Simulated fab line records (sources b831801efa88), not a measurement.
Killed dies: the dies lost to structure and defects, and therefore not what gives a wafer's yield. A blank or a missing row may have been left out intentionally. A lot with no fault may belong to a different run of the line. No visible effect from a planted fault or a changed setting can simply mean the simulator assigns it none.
8D (eight disciplines) problem report, filled in by code / flow sky130 / the parts of the form that need people (team, actions taken, sign-off) are left out

1. THE PROBLEM
Mean METAL5_ALCU_THK at SKY_METAL5_THK_MEAS_06: 1040 nm over 6 wafers in 2 lots; fault-free wafers: 1139 nm, standard deviation 13. That is -7.7 standard deviations from the usual mean.
The step: measures by xrf.
First seen on wafer L186.1, day 44 23:30, on film_metro-01. The record holds 30 wafers of 10 lots with a number at this step. Rule for "out" (also "out of limits"): further than 4 standard deviations from the usual mean. All remaining wafers that have a number are taken as sound.

2. WHAT IT IS, AND WHAT IT ISN'T
question=which readings at this step | is=METAL5_ALCU_THK | is not=-
question=which lots | is=L186, L189 | is not=L180, L182, L184, L188, L195, L197, L199, L201
question=which wafers of those lots | is=all that have a number | is not=-
question=read on which gauges | is=film_metro-01, film_metro-03 | is not=film_metro-02
question=when | is=from day 44 23:30 | is not=up to then (9 sound wafers); but 15 sound wafers of L188, L195, L197, L199, L201 came after

3. SUSPECTS, AND WHAT RULES EACH OUT
Counting: a tool at a process step up to the reading stays a suspect if it ran every lot that is out and no sound lot after the first of them.
- the gauge at SKY_METAL5_THK_MEAS_06 has been ruled out. The wafers that are out were read on 2 gauges (film_metro-01, film_metro-03).
- pvd_sputter-02 at SKY_METAL5_SPUTTER_04 (material TiN, target thk 70 nm, time 58.3 s): kept. All lots that are out passed through it, beginning with L186 at day 44 23:20, and no sound lot followed; its final sound lot before that point was L184 at day 44 01:55.
Remaining after the count: pvd_sputter-02 at SKY_METAL5_SPUTTER_04.

4. THE CAUSE (what the simulator had put in)
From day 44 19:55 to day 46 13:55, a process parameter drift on pvd_sputter-02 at SKY_METAL5_SPUTTER_04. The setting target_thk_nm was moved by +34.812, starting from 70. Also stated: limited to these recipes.
The count eliminated every tool but this one.

5. SEQUENCE OF EFFECTS, ordered by route
Rows list readings where the struck wafers' mean (over those with a number) sits beyond 3 standard deviations from the usual. Only readings whose record carries a usual standard deviation are examined. hours: median over the lots of the time between each lot's start at the first step of this table that gives one and its start at this step. sigmas: the change, counted in usual standard deviations.
hours=0; step=SKY_METAL5_THK_MEAS_06; reading=METAL5_ALCU_THK; usual=1139 nm; on struck wafers=1040; change=-100; sigmas=-7.7
At these later measuring or inspecting steps, every struck wafer for which the step has a row has a number for every such reading, and none has moved that far: SKY_PASSIVATION_THK_MEAS_01.

6. HOW IT WOULD HAVE BEEN CAUGHT EARLIER
The first out-of-limits reading at a measuring or inspecting step in this record came at day 44 23:30, 4 hours after the fault's start at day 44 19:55.
Of the tool readings at SKY_METAL5_SPUTTER_04 for which the record gives a usual standard deviation, none was out on any struck wafer, so an alarm limit of 4 standard deviations on them would not have fired.
Of the lots that are out (2), L189 began SKY_METAL5_SPUTTER_04 on pvd_sputter-02 after day 44 23:30. Holding the tool at that time would have saved it.
